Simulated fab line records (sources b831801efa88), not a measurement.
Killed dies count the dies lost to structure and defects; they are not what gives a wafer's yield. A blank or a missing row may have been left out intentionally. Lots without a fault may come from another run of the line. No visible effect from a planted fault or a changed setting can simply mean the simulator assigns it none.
A lot that was struck, set against a sound lot | flow sky130 | 17 steps out of a route of 708
Sound: these wafers, L703.3, L703.4, L703.5. Struck: wafers L715.4, L715.5. (L715.1 of the same lot was not struck and is left out.) The cause comes at the end.
Per side, at each step with rows, come the tool, then ch with its chambers, and then its first start. Under that, the readings that differ: sound wafers | struck wafers | difference of the means | sigmas: that difference in standard deviations of wafers without a fault.
alike: words and numbers the same on both sides, and readings whose means are apart by under 2 such deviations; not compared: readings that were withheld, readings missing a value for some wafer, numbers with overlapping values and no deviation given by the record, and bounds like >300 which may hide the same value.
The two part at a step that has a row with sigmas, a row that says differs or no value, or rows on one side only. Numbers that don't overlap but have no deviation are shown without sigmas and don't part them. Lack of a reading on every wafer of one side parts them only where that side has two or more wafers.

first, 3 steps without rows for these wafers: SKY_VIA2_EXPOSE_09 (exposes mask VIM2, target cd 200 nm); SKY_VIA2_PEB_10; SKY_VIA2_DEVELOP_11 (develop time 60 s).
SKY_VIA2_CD_MEAS_12: the cd target is 200 nm.
  sound: cdSem-01 at day 37 07:58; struck: cdSem-01 at day 40 23:39
  alike: cdNm
SKY_VIA2_OVL_MEAS_13:
  sound: overlay-02 at day 37 08:03; struck: overlay-02 at day 40 23:46
  alike: VIA2_OVL
SKY_VIA2_ETCH_14: etches BARC in N2/H2, stops on SiO2, time 45.9 s, target depth 60 nm.
  sound on rieDiel-02 ch 0,1,2, day 37 08:05; struck on rieDiel-04 ch 1,2, day 40 23:48
  alike: drypumpMotorCurrentA, oesProductAu, throttleValvePct
  not compared: rfHoursCounterH
SKY_VIA2_ETCH_15: etches SiO2 in C4F8/O2/Ar, stops on TiN, target depth 546 nm, time 84 s.
  sound on rieDiel-02 ch 0,1,2, day 37 08:07; struck on rieDiel-04 ch 1,2, day 40 23:51
  alike: oesProductAu
SKY_VIA2_STRIP_16: strips in O2/N2.
  sound on plasmaAsher-04 ch 0,1, day 37 08:13; struck on plasmaAsher-04 ch 0,1, day 40 23:55
reading                  | sound             | struck      | difference | sigmas
stripTimeToEndpointS (s) | 4.089 4.052 4.068 | 4.024 4.023 | -0.046     | -2
  alike: drypumpMotorCurrentA, o2FlowSccm, oesProductAu
  not compared: rfHoursCounterH
then, 3 steps without rows for these wafers: SKY_VIA2_STRIP_17 (strips in post etch residue remover, time 1200 s); SKY_VIA2_CLEAN_18 (cleans in IPA, time 180 s); SKY_VIA2_CLEAN_19 (cleans in O3/DIW).
SKY_VIA2_SPUTTER_20: material TiN, target thk 20 nm, time 80 s.
  sound: pvdSputter-01 at day 37 08:47; struck: pvdSputter-01 at day 41 00:32
  alike: throttleValvePct
SKY_VIA2_CVD_21: deposits W, target thk 420 nm, time 126.4 s.
  sound on cvdW-01 ch 0,1, day 37 08:53; struck on cvdW-02 ch 0, day 41 00:35
  alike: heaterPowerW
SKY_VIA2_RS_MEAS_22: uses a four-point probe to measure.
  sound: filmMetro-02 at day 37 09:01; struck: filmMetro-03 at day 41 00:43
reading            | sound                | struck        | difference | sigmas
VIA2_W_RS (ohm/sq) | 0.2741 0.2720 0.2701 | 0.3259 0.3280 | +0.0549    | +20
SKY_VIA2_THK_MEAS_23: measures by xrf.
  sound: filmMetro-02 at day 37 09:07; struck: filmMetro-03 at day 41 00:50
reading         | sound       | struck  | difference | sigmas
VIA2_W_THK (nm) | 396 396 401 | 345 345 | -53        | -12
SKY_VIA2_CMP_24: polishes, stops on SiO2, t overpolish 20 s, target thk 0 nm.
  sound on cmp-02 ch 0,2,3, day 37 09:12; struck on cmp-02 ch 0,1, day 41 01:00
  alike: headPressurePsi, motorCurrentA, overpolishRunS, platenRpm, slurryFilterDpKPa, timeToEndpointS
next, for these wafers, 1 step has no rows: SKY_PAD_OPEN_PROBE_99.

WHERE THEY PART
At SKY_VIA2_STRIP_16 first; at SKY_VIA2_THK_MEAS_23 last (within this record only). Later steps at which nothing parts them and some readings are alike: SKY_VIA2_CMP_24.

WHY: what had been put in by the simulator
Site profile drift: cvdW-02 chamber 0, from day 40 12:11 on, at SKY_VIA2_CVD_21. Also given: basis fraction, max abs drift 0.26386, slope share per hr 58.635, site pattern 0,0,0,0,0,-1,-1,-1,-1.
